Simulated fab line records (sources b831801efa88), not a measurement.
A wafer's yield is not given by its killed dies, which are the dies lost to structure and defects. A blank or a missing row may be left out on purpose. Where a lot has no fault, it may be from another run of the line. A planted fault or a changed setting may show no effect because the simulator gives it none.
Comparing a struck lot with a sound one    flow sky130    18 steps out of a route of 708
Sound: the wafers L231.1, L231.5, L231.6. The struck wafers were L224.1, L224.2, L224.5. The cause comes at the end.
For every step that has rows: the tool of each side, followed by ch and its chambers, followed by its first start. Under that, the readings that differ: sound wafers    struck wafers    difference of the means    sigmas: that difference in standard deviations of wafers without a fault.
alike: readings with means less than 2 such deviations apart, plus words and numbers identical on both sides. not compared: withheld readings, readings lacking a value on some wafer, bounds such as >300 that could conceal the same value, and numbers that have no deviation in the record and whose values overlap.
A row with sigmas, a row that says differs or no value, or rows on one side alone: a step with any of these is where the two part. Non-overlapping numbers with no deviation appear without sigmas and do not part them. A reading that every wafer of one side lacks parts them only if that side has two wafers or more.

first, 4 steps without rows for these wafers: SKY_PWDE_SOFTBAKE_03; SKY_PWDE_EXPOSE_04 (exposes mask PWDEM, target cd 840 nm); SKY_PWDE_PEB_05; SKY_PWDE_DEVELOP_06 (develop time 60 s).
SKY_PWDE_OVL_MEAS_07:
  sound on overlay-01 at day 7 11:40; struck on overlay-01 at day 5 16:30
  alike: PWDE_OVL
next, for these wafers, 1 step has no rows: SKY_PWDE_IMPLANT_08.
SKY_PWDE_STRIP_09: strips in O2/N2.
  sound on plasma asher-02 ch 0,1, day 7 11:51; struck on plasma asher-02 ch 0,1, day 5 16:41
  alike: drypump motor current A, oes product au, strip time to endpoint s
  not compared: rf hours counter h
SKY_PWDE_TW_MEAS_10:
  sound on film metro-01 at day 7 11:57; struck on film metro-01 at day 5 16:47
  alike: PWDE_TW
then, 4 steps without rows for these wafers: SKY_NWELL_DEHYDRATE_03 (time 60 s); SKY_NWELL_HMDS_04 (prime time 60 s); SKY_NWELL_COAT_05 (resist thk 3000 nm); SKY_NWELL_SOFTBAKE_06.
SKY_NWELL_EXPOSE_07: exposes mask NWM, target cd 840 nm.
  sound on iline stepper-01 ch 0, day 7 22:20; struck on iline stepper-02 ch 0, day 6 01:48
reading                        sound                 struck             difference  sigmas
model.NWELL.overlay x nm (nm)  0.5965 0.5965 0.5965  141.4 141.4 141.4  +140.8      
  alike: mask
then, 2 steps without rows for these wafers: SKY_NWELL_PEB_08; SKY_NWELL_DEVELOP_09 (develop time 60 s).
SKY_NWELL_OVL_MEAS_10:
  sound on overlay-02 at day 8 08:16; struck on overlay-02 at day 6 11:04
reading            sound        struck             difference  sigmas
NWELL_00_OVL (nm)  2.3 2.3 1.2  142.9 142.3 142.2  +140.5      +99 or more
next, for these wafers, 1 step has no rows: SKY_NWELL_IMPLANT_11.
-- the record jumps here: 42 days lie between the struck wafers' starts before and after (it left off in module NWELL and takes up again in module PAD_OPEN, whose first step shown is number 708 of the route) --
SKY_PAD_OPEN_PROBE_99:
  sound on prober-01 at day 49 09:15; struck on prober-02 at day 48 03:25
reading                                    sound                          struck                        difference  sigmas
model.etest.pfet_16v.r on ohm um           1.585e+04 1.598e+04 1.53e+04   1.78e+04 1.786e+04 1.817e+04  +2.23e+03   
model.etest.nfet_16v.r on ohm um           1.402e+04 1.427e+04 1.414e+04  1.7e+04 1.69e+04 1.7e+04      +2.8e+03    
model.etest.pfet_16v.drive ua um           240.7 237.3 245.1              197.4 196.4 193.9             -45.1       
model.etest.nfet_16v.drive ua um           226.6 223 221.8                195.7 196.1 194.4             -28.4       
model.etest.sram nfet pass.off log10 a um  -12.48 -12.73 -12.73           -10.61 -10.55 -9.376          +2.47       
  alike: killed_at_M0_to_M3, killed_at_M4_up, killed at contacts, killed at front end, killed at other, killed dies, killed open, killed short

WHERE THEY PART
SKY_NWELL_OVL_MEAS_10 only, going by this record. Later steps at which nothing parts them and some readings are alike: SKY_PAD_OPEN_PROBE_99.

WHY: the cause the simulator had injected
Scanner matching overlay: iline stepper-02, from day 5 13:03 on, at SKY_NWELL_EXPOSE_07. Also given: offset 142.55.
